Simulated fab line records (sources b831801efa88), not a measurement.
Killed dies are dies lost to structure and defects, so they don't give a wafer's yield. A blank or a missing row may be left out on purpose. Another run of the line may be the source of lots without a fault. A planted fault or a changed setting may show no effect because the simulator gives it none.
fab line records ; flow gf180mcu
record lots=5; wafers=15; lastDay=34
route steps=602 shown V1@347 M2@362
lots untouched by any fault: they come from a run of this same line in which no faults occurred
startH: hours from the record's opening day to when the first of the lot's shown wafers began ; waitH: hours since the lot's step before ; " repeats the value in the row above ; L1.1+2: several wafers, shown together as one row ; - value missing, or start not given ; * or withheld: withheld ; < > ~ a bound
route shown NAME@n: names a module that has steps shown in the file, with the first one's number in the route ; usual: the fault-free wafers' mean and standard deviation ; same: alike in all rows ; chamber/n: place in a boat ; sites: readings site by site ; _std_site: the values' standard deviation ; _edge_site: mean of outer sites minus mean of inner sites ; radiusMm: how far each site lies from the wafer's centre ; mask NAME#n: copy n ; behind: tool/chamber where the wafer was last shaped ; hold: cause of the lot's hold/its duration in hours/its outcome ; device: names the non-switching transistor (n, p or np) ; end of line: tests of these same wafers at the route's end ; a step without rows: its recipe alone ; killed: the dies lost at the first sort to structure and to defects; this is not the yield of the wafer ; map: shows each die of a wafer: x if killed, . if not, _ if none is there
set.NAME: the setting the step ran with; set.NAME@STEP: the setting that earlier step ran with ; model.NAME: the simulator's own value behind a step, which no gauge read
lots at selected steps of the route; one table per step, one row per wafer
services: from which hour (startH, from the record's first day; less than 0 if before it) a tool's chamber was out of use, for how many hours, and why
## steps
# step GF_V1_PEB_12
# recipe pebTempC=135; pebTimeS=90; resist=KrF
# same pebTimeS=90
lot.wafer;tool;chamber;startH;waitH
L075.1+2+6;lithoTrack-02;0;-;-
L078.1+2+4;lithoTrack-03;0;-;-
L083.1+2+6;lithoTrack-03;0;-;-
L084.2+3+4;lithoTrack-03;0;-;-
L095.1+3+6;lithoTrack-01;0;-;-
# step GF_V1_DEVELOP_13
# recipe developTimeS=60; resist=KrF; devTempC=21
# usual developerTempC=20.99/0.11
lot.wafer;tool;chamber;startH;waitH;developerTempC
L075.1;lithoTrack-02;0;420.65;0.2;21.18
L075.2;lithoTrack-02;0;420.65;0.2;20.91
L075.6;lithoTrack-02;0;420.65;0.2;21.01
L078.1;lithoTrack-03;0;448.58;0.2;21.01
L078.2;lithoTrack-03;0;448.58;0.2;20.98
L078.4;lithoTrack-03;0;448.58;0.2;20.83
L083.1;lithoTrack-03;0;493.23;0.2;20.94
L083.2;lithoTrack-03;0;493.23;0.2;20.98
L083.6;lithoTrack-03;0;493.23;0.2;21.06
L084.2;lithoTrack-03;0;499.01;0.2;20.99
L084.3;lithoTrack-03;0;499.01;0.2;21.23
L084.4;lithoTrack-03;0;499.01;0.2;21.06
L095.1;lithoTrack-01;0;591.82;0.2;20.84
L095.3;lithoTrack-01;0;591.82;0.2;20.77
L095.6;lithoTrack-01;0;591.82;0.2;20.92
# step GF_V1_CD_MEAS_14
# recipe targetCdNm=260
# usual cdNm=260.1/1.3
lot.wafer;tool;chamber;startH;waitH;cdNm
L075.1;cdSem-02;-;420.80;0.1;259.7
L075.2;cdSem-02;-;420.80;0.1;261.2
L075.6;cdSem-02;-;420.80;0.1;260.2
L078.1;cdSem-02;-;448.73;0.1;262.1
L078.2;cdSem-02;-;448.73;0.1;261.5
L078.4;cdSem-02;-;448.73;0.1;261.6
L083.1;cdSem-02;-;493.38;0.1;259.3
L083.2;cdSem-02;-;493.38;0.1;260.0
L083.6;cdSem-02;-;493.38;0.1;259.5
L084.2;cdSem-01;-;499.15;0.1;259.7
L084.3;cdSem-01;-;499.15;0.1;259.8
L084.4;cdSem-01;-;499.15;0.1;260.7
L095.1;cdSem-02;-;591.97;0.1;261.7
L095.3;cdSem-02;-;591.97;0.1;261.4
L095.6;cdSem-02;-;591.97;0.1;261.9
# step GF_V1_OVL_MEAS_15
# usual V1_OVL=0/5.5
lot.wafer;tool;chamber;startH;waitH;V1_OVL[nm]
L075.1;overlay-01;-;420.92;0.1;-9
L075.2;overlay-01;-;420.92;0.1;-12
L075.6;overlay-01;-;420.92;0.1;-10
L078.1;overlay-01;-;448.85;0.1;3
L078.2;overlay-01;-;448.85;0.1;-2
L078.4;overlay-01;-;448.85;0.1;5
L083.1;overlay-01;-;493.50;0.1;6
L083.2;overlay-01;-;493.50;0.1;5
L083.6;overlay-01;-;493.50;0.1;8
L084.2;overlay-01;-;499.26;0.1;4
L084.3;overlay-01;-;499.26;0.1;2
L084.4;overlay-01;-;499.26;0.1;8
L095.1;overlay-02;-;592.09;0.1;-4
L095.3;overlay-02;-;592.09;0.1;0
L095.6;overlay-02;-;592.09;0.1;-8
# step GF_V1_ETCH_16
# recipe chemistry=N2/H2; targetDepthA=withheld; overetchA=withheld; timeS=withheld; target=BARC; ionEnergyEv=200; sourceW=500; biasW=100; pressureMtorr=30; n2FlowSccm=100; h2FlowSccm=200
# usual drypumpMotorCurrentA=5.7/0.37; oesProductAu=0.855/0.0047; rfFwdPowerW=495.2/2; throttleValvePct=13.225/0.0092
lot.wafer;tool;chamber;startH;waitH;drypumpMotorCurrentA;oesProductAu;rfFwdPowerW;throttleValvePct
L075.1;rieDiel-01;0;420.96;0.0;5.8;0.857;495.5;13.217
L075.2;rieDiel-01;3;420.96;0.0;5.8;0.859;489.2;13.230
L075.6;rieDiel-01;1;420.96;0.0;5.0;0.853;495.8;13.230
L078.1;rieDiel-02;0;448.89;0.0;5.8;0.854;498.0;13.223
L078.2;rieDiel-02;3;448.89;0.0;5.3;0.852;497.7;13.231
L078.4;rieDiel-02;2;448.89;0.0;5.9;0.859;494.5;13.216
L083.1;rieDiel-04;2;493.54;0.0;6.0;0.846;493.4;13.223
L083.2;rieDiel-04;1;493.54;0.0;5.8;0.854;493.7;13.227
L083.6;rieDiel-04;2;493.54;0.0;5.9;0.861;493.7;13.230
L084.2;rieDiel-02;2;499.29;0.0;5.9;0.852;497.3;13.218
L084.3;rieDiel-02;3;499.29;0.0;5.3;0.853;493.0;13.210
L084.4;rieDiel-02;1;499.29;0.0;5.7;0.854;491.8;13.234
L095.1;rieDiel-02;1;592.13;0.0;5.7;0.851;495.1;13.226
L095.3;rieDiel-02;2;592.13;0.0;5.9;0.851;497.6;13.229
L095.6;rieDiel-02;1;592.13;0.0;5.6;0.859;495.5;13.229
# step GF_V1_ETCH_17
# recipe chemistry=C4F8/O2/Ar; maskMaterial=KrF; target=SiO2; stopOn=TiN; sourceW=1500; biasW=1200; pressureMtorr=40; c4f8FlowSccm=withheld; O2_flow_sccm=6; Ar_flow_sccm=300; timeS=withheld; targetDepthA=6300
# usual oesProductAu=0.856/0.0047; rfFwdPowerW=1493/4.8
lot.wafer;tool;chamber;startH;waitH;oesProductAu;rfFwdPowerW
L075.1;rieDiel-01;0;-;-;0.851;1494
L075.2;rieDiel-01;3;-;-;0.858;1484
L075.6;rieDiel-01;1;-;-;0.859;1496
L078.1;rieDiel-02;0;-;-;0.854;1503
L078.2;rieDiel-02;3;-;-;0.854;1503
L078.4;rieDiel-02;2;-;-;0.862;1497
L083.1;rieDiel-04;2;-;-;0.863;1491
L083.2;rieDiel-04;1;-;-;0.850;1493
L083.6;rieDiel-04;2;-;-;0.852;1488
L084.2;rieDiel-02;2;-;-;0.849;1497
L084.3;rieDiel-02;3;-;-;0.863;1492
L084.4;rieDiel-02;1;-;-;0.854;1496
L095.1;rieDiel-02;1;-;-;0.863;1494
L095.3;rieDiel-02;2;-;-;0.850;1495
L095.6;rieDiel-02;1;-;-;0.849;1495
# step GF_V1_STRIP_18
# recipe chemistry=O2/N2; powerW=1400; pressureMtorr=1500; platenTempC=250; o2FlowSccm=3000; n2FlowSccm=300; overashFraction=0.5
# usual drypumpMotorCurrentA=5.5/0.5; heaterPowerW=354/25; oesProductAu=0.591/0.0055
lot.wafer;tool;chamber;startH;waitH;drypumpMotorCurrentA;heaterPowerW;oesProductAu;rfHoursCounterH
L075.1;plasmaAsher-02;0;421.09;-;6.3;347;0.593;76
L075.2;plasmaAsher-02;1;421.09;-;5.6;362;0.595;76
L075.6;plasmaAsher-02;0;421.09;-;6.2;337;0.597;-
L078.1;plasmaAsher-04;1;449.02;-;5.7;389;0.578;67
L078.2;plasmaAsher-04;0;449.02;-;4.8;331;0.601;67
L078.4;plasmaAsher-04;1;449.02;-;5.7;386;0.594;-
L083.1;plasmaAsher-02;1;493.67;-;5.6;347;0.595;7
L083.2;plasmaAsher-02;0;493.67;-;6.3;369;0.592;7
L083.6;plasmaAsher-02;0;493.67;-;6.3;367;0.596;-
L084.2;plasmaAsher-04;0;499.42;-;4.8;339;0.592;72
L084.3;plasmaAsher-04;1;499.42;-;5.7;406;0.597;-
L084.4;plasmaAsher-04;0;499.42;-;4.8;336;0.591;-
L095.1;plasmaAsher-01;1;592.26;-;6.1;349;0.601;94
L095.3;plasmaAsher-01;0;592.26;-;5.3;311;0.576;-
L095.6;plasmaAsher-01;1;592.26;-;6.1;341;0.597;-
# step GF_V1_STRIP_19
# recipe chemistry=postEtchResidueRemover; timeS=1200; tempC=72.5
lot.wafer;tool;chamber;startH;waitH
L075.1+2+6;wetBench-01;1;421.19;0.1
L078.1+2+4;wetBench-02;2;449.12;0.1
L083.1+2+6;wetBench-02;2;493.77;0.1
L084.2+3+4;wetBench-01;1;499.52;0.1
L095.1+3+6;wetBench-02;0;592.36;0.1
# step GF_V1_CLEAN_20
# recipe chemistry=DIW; dry=n2Spin
lot.wafer;tool;chamber;startH;waitH
L075.1+2+6;wetBench-02;2;421.53;0.0
L078.1+2+4;wetBench-04;1;449.46;0.0
L083.1+2+6;wetBench-04;1;494.11;0.0
L084.2+3+4;wetBench-02;1;499.86;0.0
L095.1+3+6;wetBench-01;2;592.70;0.0
# step GF_V1_SPUTTER_21
# recipe material=Ti; targetThkNm=15; chamberPressurePa=5; powerW=2500; substrateTempC=200; timeS=80.02
# usual throttleValvePct=29.9/1
lot.wafer;tool;chamber;startH;waitH;throttleValvePct
L075.1;pvdSputter-01;-;421.62;0.0;30.0
L075.2;pvdSputter-01;-;421.62;0.0;28.8
L075.6;pvdSputter-01;-;421.62;0.0;30.0
L078.1;pvdSputter-02;-;449.55;0.0;27.6
L078.2;pvdSputter-02;-;449.55;0.0;29.3
L078.4;pvdSputter-02;-;449.55;0.0;32.1
L083.1;pvdSputter-01;-;494.20;0.0;31.1
L083.2;pvdSputter-01;-;494.20;0.0;30.0
L083.6;pvdSputter-01;-;494.20;0.0;31.0
L084.2;pvdSputter-02;-;499.95;0.0;29.9
L084.3;pvdSputter-02;-;499.95;0.0;27.6
L084.4;pvdSputter-02;-;499.95;0.0;29.2
L095.1;pvdSputter-01;-;592.79;0.0;31.0
L095.3;pvdSputter-01;-;592.79;0.0;30.0
L095.6;pvdSputter-01;-;592.79;0.0;31.2
# step GF_V1_SPUTTER_22
# recipe material=TiN; targetThkNm=10; chamberPressurePa=5; powerW=4000; timeS=40
# usual throttleValvePct=29.9/1
lot.wafer;tool;chamber;startH;waitH;throttleValvePct
L075.1;pvdSputter-01;-;421.68;0.0;30.0
L075.2;pvdSputter-01;-;421.68;0.0;28.9
L075.6;pvdSputter-01;-;421.68;0.0;29.9
L078.1;pvdSputter-02;-;449.61;0.0;28.0
L078.2;pvdSputter-02;-;449.61;0.0;29.0
L078.4;pvdSputter-02;-;449.61;0.0;32.1
L083.1;pvdSputter-01;-;494.26;0.0;31.1
L083.2;pvdSputter-01;-;494.26;0.0;30.1
L083.6;pvdSputter-01;-;494.26;0.0;30.9
L084.2;pvdSputter-02;-;500.01;0.0;29.9
L084.3;pvdSputter-02;-;500.01;0.0;28.0
L084.4;pvdSputter-02;-;500.01;0.0;29.2
L095.1;pvdSputter-01;-;592.85;0.0;31.2
L095.3;pvdSputter-01;-;592.85;0.0;29.8
L095.6;pvdSputter-01;-;592.85;0.0;31.0
# step GF_V1_CVD_23
# recipe material=W; targetThkNm=350; timeS=105.05; tempC=400; pressureTorr=40
# usual heaterPowerW=832/64
lot.wafer;tool;chamber;startH;waitH;heaterPowerW
L075.1;cvdW-02;1;421.72;0.0;916
L075.2;cvdW-02;0;421.72;0.0;756
L075.6;cvdW-02;0;421.72;0.0;777
L078.1;cvdW-01;1;449.65;0.0;770
L078.2;cvdW-01;0;449.65;0.0;863
L078.4;cvdW-01;1;449.65;0.0;768
L083.1;cvdW-02;1;494.30;0.0;883
L083.2;cvdW-02;0;494.30;0.0;765
L083.6;cvdW-02;0;494.30;0.0;756
L084.2;cvdW-01;1;500.05;0.0;773
L084.3;cvdW-01;1;500.05;0.0;759
L084.4;cvdW-01;0;500.05;0.0;877
L095.1;cvdW-02;1;592.89;0.0;893
L095.3;cvdW-02;0;592.89;0.0;765
L095.6;cvdW-02;1;592.89;0.0;915
# step GF_V1_RS_MEAS_24
# recipe thkMeasGauge=four-point-probe; reads=W_of_V1_CVD_23+TiN_of_V1_SPUTTER_22+Ti_of_V1_SPUTTER_21
# usual V1_W_RS=0.329/0.0036
lot.wafer;tool;chamber;startH;waitH;V1_W_RS[ohm/sq]
L075.1;filmMetro-01;-;421.83;0.1;0.332
L075.2;filmMetro-01;-;421.83;0.1;0.328
L075.6;filmMetro-01;-;421.83;0.1;0.326
L078.1;filmMetro-03;-;449.77;0.1;0.329
L078.2;filmMetro-03;-;449.77;0.1;0.326
L078.4;filmMetro-03;-;449.77;0.1;0.328
L083.1;filmMetro-03;-;494.42;0.1;0.327
L083.2;filmMetro-03;-;494.42;0.1;0.327
L083.6;filmMetro-03;-;494.42;0.1;0.323
L084.2;filmMetro-02;-;500.19;0.1;0.324
L084.3;filmMetro-02;-;500.19;0.1;0.324
L084.4;filmMetro-02;-;500.19;0.1;0.323
L095.1;filmMetro-03;-;593.00;0.1;0.329
L095.3;filmMetro-03;-;593.00;0.1;0.328
L095.6;filmMetro-03;-;593.00;0.1;0.333
# step GF_V1_THK_MEAS_25
# recipe thkMeasGauge=xrf; reads=W_of_V1_CVD_23
# usual V1_W_THK=342/5.1
lot.wafer;tool;chamber;startH;waitH;V1_W_THK[nm]
L075.1;filmMetro-01;-;421.95;0.1;338
L075.2;filmMetro-01;-;421.95;0.1;340
L075.6;filmMetro-01;-;421.95;0.1;343
L078.1;filmMetro-03;-;449.89;0.1;346
L078.2;filmMetro-03;-;449.89;0.1;347
L078.4;filmMetro-03;-;449.89;0.1;344
L083.1;filmMetro-03;-;494.54;0.1;344
L083.2;filmMetro-03;-;494.54;0.1;346
L083.6;filmMetro-03;-;494.54;0.1;351
L084.2;filmMetro-02;-;500.30;0.1;347
L084.3;filmMetro-02;-;500.30;0.1;348
L084.4;filmMetro-02;-;500.30;0.1;349
L095.1;filmMetro-03;-;593.12;0.1;343
L095.3;filmMetro-03;-;593.12;0.1;345
L095.6;filmMetro-03;-;593.12;0.1;340
# step GF_V1_CMP_26
# recipe stopOn=SiO2; downForcePsi=3.5; platenRpm=60; tOverpolishS=15; targetThkNm=0; padVelocityMS=0.94248
# usual motorCurrentA=10.7/0.58; overpolishRunS=15.000/0.0096; timeToEndpointS=85/4.1
lot.wafer;tool;chamber;startH;waitH;motorCurrentA;overpolishRunS;timeToEndpointS
L075.2;cmp-01;2;422.01;0.0;11.4;15.002;81
L075.1;cmp-01;3;422.01;0.0;10.5;15.020;81
L075.6;cmp-01;2;422.01;0.0;10.8;14.998;83
L078.2;cmp-01;2;449.95;0.0;10.8;15.007;80
L078.4;cmp-01;3;449.95;0.0;11.4;14.990;81
L078.1;cmp-01;0;449.95;0.0;10.8;14.989;88
L083.1;cmp-01;2;494.60;0.1;10.5;14.984;83
L083.2;cmp-01;0;494.60;0.1;10.8;15.011;92
L083.6;cmp-01;2;494.60;0.1;10.6;14.997;82
L084.2;cmp-01;3;500.35;0.0;11.3;14.995;89
L084.4;cmp-01;1;500.35;0.0;9.0;14.984;89
L084.3;cmp-01;2;500.35;0.0;10.1;15.002;88
L095.3;cmp-01;2;593.23;0.1;10.7;14.996;80
L095.1;cmp-01;3;593.23;0.1;12.0;15.013;83
L095.6;cmp-01;1;593.23;0.1;10.0;15.005;80
# step GF_M2_SPUTTER_00
# recipe material=Ti; targetThkNm=37.5; arrivingIonEnergyEv=80; substrateTempC=200; chamberPressurePa=2; powerW=4000; timeS=150
# usual throttleValvePct=29.8/1.4
lot.wafer;tool;chamber;startH;waitH;throttleValvePct
L075.1;pvdSputter-04;-;422.31;0.2;29.9
L075.2;pvdSputter-04;-;422.31;0.2;30.4
L075.6;pvdSputter-04;-;422.31;0.2;29.6
L078.1;pvdSputter-01;-;450.25;0.1;28.8
L078.2;pvdSputter-01;-;450.25;0.1;31.2
L078.4;pvdSputter-01;-;450.25;0.1;29.9
L083.1;pvdSputter-04;-;494.90;0.2;30.5
L083.2;pvdSputter-04;-;494.90;0.2;28.5
L083.6;pvdSputter-04;-;494.90;0.2;30.3
L084.2;pvdSputter-04;-;500.65;0.2;30.2
L084.3;pvdSputter-04;-;500.65;0.2;28.4
L084.4;pvdSputter-04;-;500.65;0.2;31.5
L095.1;pvdSputter-02;-;593.48;0.1;28.7
L095.3;pvdSputter-02;-;593.48;0.1;32.2
L095.6;pvdSputter-02;-;593.48;0.1;27.8
# step GF_M2_SPUTTER_01
# recipe material=TiN; targetThkNm=30; powerW=6500; timeS=25; chamberPressurePa=0.4
# usual throttleValvePct=29.8/1.4
lot.wafer;tool;chamber;startH;waitH;throttleValvePct
L075.1;pvdSputter-04;-;422.41;0.1;29.6
L075.2;pvdSputter-04;-;422.41;0.1;30.4
L075.6;pvdSputter-04;-;422.41;0.1;29.8
L078.1;pvdSputter-01;-;450.35;0.1;29.2
L078.2;pvdSputter-01;-;450.35;0.1;31.0
L078.4;pvdSputter-01;-;450.35;0.1;30.0
L083.1;pvdSputter-04;-;495.00;0.1;30.3
L083.2;pvdSputter-04;-;495.00;0.1;28.4
L083.6;pvdSputter-04;-;495.00;0.1;30.6
L084.2;pvdSputter-04;-;500.75;0.1;30.4
L084.3;pvdSputter-04;-;500.75;0.1;28.3
L084.4;pvdSputter-04;-;500.75;0.1;31.6
L095.1;pvdSputter-02;-;593.58;0.1;29.3
L095.3;pvdSputter-02;-;593.58;0.1;32.1
L095.6;pvdSputter-02;-;593.58;0.1;27.5
# step GF_M2_SPUTTER_02
# recipe material=AlCu; targetThkNm=450; powerW=10600; timeS=23.9; chamberPressurePa=0.4
# usual throttleValvePct=29.8/1.4
lot.wafer;tool;chamber;startH;waitH;throttleValvePct
L075.1;pvdSputter-04;-;422.44;0.0;29.7
L075.2;pvdSputter-04;-;422.44;0.0;30.3
L075.6;pvdSputter-04;-;422.44;0.0;29.9
L078.1;pvdSputter-01;-;450.38;0.0;29.0
L078.2;pvdSputter-01;-;450.38;0.0;30.9
L078.4;pvdSputter-01;-;450.38;0.0;30.0
L083.1;pvdSputter-04;-;495.03;0.0;30.5
L083.2;pvdSputter-04;-;495.03;0.0;28.4
L083.6;pvdSputter-04;-;495.03;0.0;30.4
L084.2;pvdSputter-04;-;500.78;0.0;30.4
L084.3;pvdSputter-04;-;500.78;0.0;28.3
L084.4;pvdSputter-04;-;500.78;0.0;31.6
L095.1;pvdSputter-02;-;593.61;0.0;29.1
L095.3;pvdSputter-02;-;593.61;0.0;32.0
L095.6;pvdSputter-02;-;593.61;0.0;27.9
# step GF_M2_SPUTTER_03
# recipe material=Ti; targetThkNm=10; substrateTempC=300; chamberPressurePa=0.3; powerW=3000; timeS=6.7
# usual throttleValvePct=29.8/1.4
lot.wafer;tool;chamber;startH;waitH;throttleValvePct
L075.1;pvdSputter-04;-;422.47;0.0;30.1
L075.2;pvdSputter-04;-;422.47;0.0;30.2
L075.6;pvdSputter-04;-;422.47;0.0;29.8
L078.1;pvdSputter-01;-;450.41;0.0;28.9
L078.2;pvdSputter-01;-;450.41;0.0;30.9
L078.4;pvdSputter-01;-;450.41;0.0;30.0
L083.1;pvdSputter-04;-;495.06;0.0;30.0
L083.2;pvdSputter-04;-;495.06;0.0;28.4
L083.6;pvdSputter-04;-;495.06;0.0;30.4
L084.2;pvdSputter-04;-;500.81;0.0;30.4
L084.3;pvdSputter-04;-;500.81;0.0;28.3
L084.4;pvdSputter-04;-;500.81;0.0;31.7
L095.1;pvdSputter-02;-;593.64;0.0;28.8
L095.3;pvdSputter-02;-;593.64;0.0;32.0
L095.6;pvdSputter-02;-;593.64;0.0;27.8
# step GF_M2_SPUTTER_04
# recipe material=TiN; targetThkNm=50; powerW=6500; timeS=41.7; chamberPressurePa=0.4
# usual throttleValvePct=29.8/1.4
lot.wafer;tool;chamber;startH;waitH;throttleValvePct
L075.1;pvdSputter-04;-;422.49;0.0;29.7
L075.2;pvdSputter-04;-;422.49;0.0;30.3
L075.6;pvdSputter-04;-;422.49;0.0;29.8
L078.1;pvdSputter-01;-;450.43;0.0;29.2
L078.2;pvdSputter-01;-;450.43;0.0;31.4
L078.4;pvdSputter-01;-;450.43;0.0;30.0
L083.1;pvdSputter-04;-;495.08;0.0;30.5
L083.2;pvdSputter-04;-;495.08;0.0;28.5
L083.6;pvdSputter-04;-;495.08;0.0;30.2
L084.2;pvdSputter-04;-;500.83;0.0;30.2
L084.3;pvdSputter-04;-;500.83;0.0;28.2
L084.4;pvdSputter-04;-;500.83;0.0;31.7
L095.1;pvdSputter-02;-;593.66;0.0;29.1
L095.3;pvdSputter-02;-;593.66;0.0;31.9
L095.6;pvdSputter-02;-;593.66;0.0;27.7
# step GF_M2_RS_MEAS_05
# recipe thkMeasGauge=four-point-probe; reads=TiN_of_M2_SPUTTER_04+Ti_of_M2_SPUTTER_03+AlCu_of_M2_SPUTTER_02+TiN_of_M2_SPUTTER_01+Ti_of_M2_SPUTTER_00
# usual M2_ALCU_RS=0.0695/0.00086
lot.wafer;tool;chamber;startH;waitH;M2_ALCU_RS[ohm/sq]
L075.1;filmMetro-03;-;422.53;0.0;0.0702
L075.2;filmMetro-03;-;422.53;0.0;0.0685
L075.6;filmMetro-03;-;422.53;0.0;0.0701
L078.1;filmMetro-02;-;450.47;0.0;0.0707
L078.2;filmMetro-02;-;450.47;0.0;0.0707
L078.4;filmMetro-02;-;450.47;0.0;0.0709
L083.1;filmMetro-03;-;495.12;0.0;0.0694
L083.2;filmMetro-03;-;495.12;0.0;0.0696
L083.6;filmMetro-03;-;495.12;0.0;0.0698
L084.2;filmMetro-04;-;500.89;0.0;0.0702
L084.3;filmMetro-04;-;500.89;0.0;0.0709
L084.4;filmMetro-04;-;500.89;0.0;0.0709
L095.1;filmMetro-04;-;593.70;0.0;0.0696
L095.3;filmMetro-04;-;593.70;0.0;0.0693
L095.6;filmMetro-04;-;593.70;0.0;0.0695
## services
tool;chamber;startH;hours;kind
cvdW-02;-;400.86;0.4;repair
cvdW-01;-;404.00;6.0;pm
cvdW-01;-;410.00;6.9;pm
cmp-01;-;411.79;8.7;repair
pvdSputter-04;-;416.99;0.9;repair
cvdW-01;-;418.09;0.6;repair
plasmaAsher-02;-;421.25;9.0;pm
cvdW-02;-;442.48;14.6;pm
pvdSputter-04;-;447.57;3.8;repair
pvdSputter-02;-;455.34;1.2;repair
plasmaAsher-04;-;456.39;1.7;repair
rieDiel-01;-;461.98;28.1;pm
pvdSputter-02;-;472.70;2.2;repair
pvdSputter-04;-;483.78;3.3;repair
cmp-01;-;507.58;0.9;repair
wetBench-02;-;518.45;5.4;repair
cmp-01;-;528.97;4.6;pm
cvdW-02;0;532.33;12.6;repair
pvdSputter-02;-;538.50;0.5;repair
wetBench-01;-;556.05;1.7;repair
cmp-01;-;572.30;4.0;pm
pvdSputter-02;-;577.26;9.2;repair
cmp-01;-;583.38;2.4;repair
pvdSputter-01;-;589.15;3.4;repair
## key
fault none
